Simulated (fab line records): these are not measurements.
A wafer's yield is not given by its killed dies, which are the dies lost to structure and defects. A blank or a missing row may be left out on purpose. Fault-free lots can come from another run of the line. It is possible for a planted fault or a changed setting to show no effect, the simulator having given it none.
Struck lot and sound lot, side by side | flow sky130 | 16 out of 708 route steps
Sound: wafers L296.2, L296.3, L296.5. Struck: wafers L315.2, L315.4. (L315.6 of the same lot was not struck and is left out.) The cause comes at the end.
Per side, at each step with rows, come the tool, then ch with its chambers, and then its first start. Under that, the readings that differ: sound wafers | struck wafers | difference of the means | sigmas: that difference in standard deviations of wafers without a fault.
alike: readings with means less than 2 such deviations apart, plus words and numbers identical on both sides. not compared: withheld readings, readings lacking a value on some wafer, bounds such as >300 that could conceal the same value, and numbers that have no deviation in the record and whose values overlap.
A row with sigmas, a row that says differs or no value, or rows on one side alone: a step with any of these is where the two part. Non-overlapping numbers with no deviation appear without sigmas and do not part them. A reading that every wafer of one side lacks parts them only if that side has two wafers or more.

first, 7 steps without rows for these wafers: SKY_METAL3_HMDS_06 (prime time 60 s); SKY_METAL3_COAT_07 (resist thk 60 nm); SKY_METAL3_COAT_08 (resist thk 1140 nm); SKY_METAL3_SOFTBAKE_09 (time 90 s); SKY_METAL3_EXPOSE_10 (exposes mask MM3, target cd 300 nm); SKY_METAL3_PEB_11; SKY_METAL3_DEVELOP_12 (develop time 60 s).
SKY_METAL3_CD_MEAS_13: the cd target is 300 nm.
  sound: cd-sem-01 at day 39 02:05; struck: cd-sem-01 at day 43 19:29
  alike: cd-nm
SKY_METAL3_OVL_MEAS_14:
  sound: overlay-02 at day 39 02:11; struck: overlay-01 at day 43 19:35
  alike: METAL3_OVL
SKY_METAL3_DESCUM_15: chemistry O2, time 8 s.
  sound on rie-metal-03 ch 0,1, day 39 02:13; struck on rie-metal-01 ch 0,1, day 43 19:37
  alike: drypump-motor-current-A, oes-product-au
  not compared: rf-hours-counter-h
SKY_METAL3_ETCH_16: etches BARC in N2/H2, stops on SiO2, time 88.2 s, target depth 60 nm.
  sound on rie-metal-03 ch 0,1, day 39 02:15; struck on rie-metal-01 ch 0,1, day 43 19:39
  alike: drypump-motor-current-A, oes-product-au, run-length-s, throttle-valve-pct
  not compared: rf-hours-counter-h
SKY_METAL3_ETCH_17: etches SiO2 in C4F8/O2/Ar, stops on TiN, time 3.9 s, target depth 15 nm.
  sound on rie-diel-02 ch 2,3, day 39 02:21; struck on rie-diel-02 ch 0,2, day 43 19:45
  alike: oes-product-au
SKY_METAL3_METAL_ETCH_18: etches the open film in Cl2/BCl3, stops on SiO2, target depth 845 nm, time 183.1 s.
  sound on rie-metal-02 ch 0, day 39 02:26; struck on rie-metal-02 ch 1, day 43 19:46
  reading                                       | sound             | struck      | difference | sigmas
  oes-product-au (a.u.)                         | 0.860 0.865 0.861 | 0.980 0.998 | +0.127     | +20
  run-length-s (s)                              | 211.6 211.3 211.5 | 191.0 191.0 | -20.5      | -50
  model.KrF-thick_of_METAL3_COAT_08.thk-nm (nm) | 537.4 543.4 539.6 | 565.1 573   | +28.9      |
  model.SiO2_of_VIA2_HDPCVD_00.thk-nm (nm)      | 466.7 466.2 468   | 469.9 468.7 | +2.3       |
  alike: drypump-motor-current-A, throttle-valve-pct
  not compared: rf-hours-counter-h
SKY_METAL3_STRIP_19: strips in O2/N2.
  sound on plasma-asher-01 ch 1, day 39 02:43; struck on plasma-asher-02 ch 1, day 43 19:56
  reading                      | sound          | struck    | difference | sigmas
  strip-time-to-endpoint-s (s) | 6.65 6.71 6.64 | 6.92 6.99 | +0.29      | +2
  alike: drypump-motor-current-A, oes-product-au
  not compared: rf-hours-counter-h
then, 2 steps without rows for these wafers: SKY_METAL3_STRIP_20 (strips in post etch residue remover, time 1200 s); SKY_PAD_OPEN_PROBE_99.

## WHERE THEY PART
Last at SKY_METAL3_STRIP_19 as far as this record goes, first at SKY_METAL3_METAL_ETCH_18.

WHY: what had been put in by the simulator
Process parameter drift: rie-metal-02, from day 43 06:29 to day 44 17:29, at SKY_METAL3_METAL_ETCH_18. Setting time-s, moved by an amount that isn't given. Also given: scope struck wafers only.
